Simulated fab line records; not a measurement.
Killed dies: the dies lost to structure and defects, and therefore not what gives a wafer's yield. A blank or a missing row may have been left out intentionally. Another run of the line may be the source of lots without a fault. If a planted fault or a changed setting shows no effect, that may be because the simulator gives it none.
A lot that was struck, set against a sound lot | flow sky130 | 16 steps out of a route of 708
Sound: wafers L680.1, L680.3, L680.6. Wafers L698.2, L698.3, L698.5 were the ones struck. The cause comes at the end.
For every step that has rows: the tool of each side, followed by ch and its chambers, followed by its first start. Under that, the readings that differ: sound wafers | struck wafers | difference of the means | sigmas: that difference in standard deviations of wafers without a fault.
alike: readings with means less than 2 such deviations apart, plus words and numbers identical on both sides. not compared: withheld readings, readings lacking a value on some wafer, bounds such as >300 that could conceal the same value, and numbers that have no deviation in the record and whose values overlap.
Wherever a step has rows on one side only, a row that says differs or no value, or a row with sigmas, the two part there. Numbers that don't overlap but have no deviation are shown without sigmas and don't part them. A reading that every wafer of one side lacks parts them only if that side has two wafers or more.

first, 5 steps without rows for these wafers: SKY_SONOS_TUNNEL_COAT_02 (resist thk 1140 nm); SKY_SONOS_TUNNEL_SOFTBAKE_03 (time 60 s); SKY_SONOS_TUNNEL_EXPOSE_04 (exposes mask TUNM, target cd 410 nm); SKY_SONOS_TUNNEL_PEB_05; SKY_SONOS_TUNNEL_DEVELOP_06 (develop time 60 s).
SKY_SONOS_TUNNEL_CD_MEAS_07: the cd target is 410 nm.
  sound on cdSem-02, day 12 15:29; struck on cdSem-01, day 19 03:54
  alike: cdNm
SKY_SONOS_TUNNEL_OVL_MEAS_08:
  sound on overlay-02, day 12 15:36; struck on overlay-01, day 19 04:00
  alike: SONOS_TUNNEL_OVL
then, 3 steps without rows for these wafers: SKY_SONOS_TUNNEL_IMPLANT_09; SKY_SONOS_TUNNEL_WET_ETCH_10 (etches SiO2 in dHF, target depth 14 nm, time 280 s); SKY_SONOS_TUNNEL_STRIP_11 (strips in SPM, time 600 s).
SKY_SONOS_TUNNEL_TW_MEAS_12:
  sound on filmMetro-01, day 12 16:03; struck on filmMetro-01, day 19 04:28
  alike: SONOS_TUNNEL_TW
then, 1 step without rows for these wafers: SKY_SONOS_TUNNEL_CLEAN_13 (cleans in dHF, time 20 s).
SKY_SONOS_ONO_OXIDATION_00: stabilise 600 s, purge 300 s, target thk 2.6 nm.
  sound on furnace-01 ch 0, day 12 16:12; struck on furnace-01 ch 0, day 19 04:32
reading                                         | sound            | struck            | difference | sigmas
model.SiO2_of_SONOS_ONO_OXIDATION_00.thkNm (nm) | 2.515 2.49 2.484 | 2.833 2.875 2.885 | +0.368     | 
  alike: spikeTcCentreC, zonePowerLowerPct, zonePowerTopPct
SKY_SONOS_ONO_THK_MEAS_01:
  sound on filmMetro-03, day 12 17:33; struck on filmMetro-02, day 19 05:53
reading                      | sound          | struck         | difference | sigmas
SONOS_ONO_OXIDATION_THK (nm) | 2.54 2.46 2.52 | 2.81 2.89 2.88 | +0.35      | +6
then, 1 step without rows for these wafers: SKY_SONOS_ONO_CVD_02 (deposits Si3N4 from DCS/NH3, target thk 10.5 nm, time 180 s).
-- here the record skips 32 days between the struck wafers' starts before and after, leaving off in module SONOS_ONO and picking up in module PAD_OPEN (first step shown: number 708 of the route) --
SKY_PAD_OPEN_PROBE_99:
  sound on prober-02, day 46 18:25; struck on prober-01, day 50 20:33
reading                             | sound                  | struck                  | difference | sigmas
model.etest.capOno.gateLog10ACm2    | -7.917 -7.91 -8.018    | -8.282 -8.206 -8.343    | -0.329     | 
model.etest.capOno.toxAccNm (nm)    | 12.85 12.84 12.94      | 13.09 13.15 13.17       | +0.26      | 
model.etest.sonosErased.vtV (V)     | -2.321 -2.276 -2.29    | -2.123 -2.053 -2.037    | +0.225     | 
model.etest.sonosProgrammed.vtV (V) | 1.453 1.49 1.442       | 1.383 1.364 1.353       | -0.095     | 
model.etest.sonosBaked.vtLessV (V)  | -0.508 -0.4921 -0.5331 | -0.4469 -0.4039 -0.3821 | +0.1001    | 
  alike: killed_at_M0_to_M3, killed_at_M4_up, killedAtContacts, killedAtFrontEnd, killedAtOther, killedDies, killedOpen, killedShort
  not compared: model.etest.sonosErased.driveUaUm

## WHERE THEY PART
Only at SKY_SONOS_ONO_THK_MEAS_01, as far as this record shows. Later steps at which nothing parts them and some readings are alike: SKY_PAD_OPEN_PROBE_99.

WHY: what had been put in by the simulator
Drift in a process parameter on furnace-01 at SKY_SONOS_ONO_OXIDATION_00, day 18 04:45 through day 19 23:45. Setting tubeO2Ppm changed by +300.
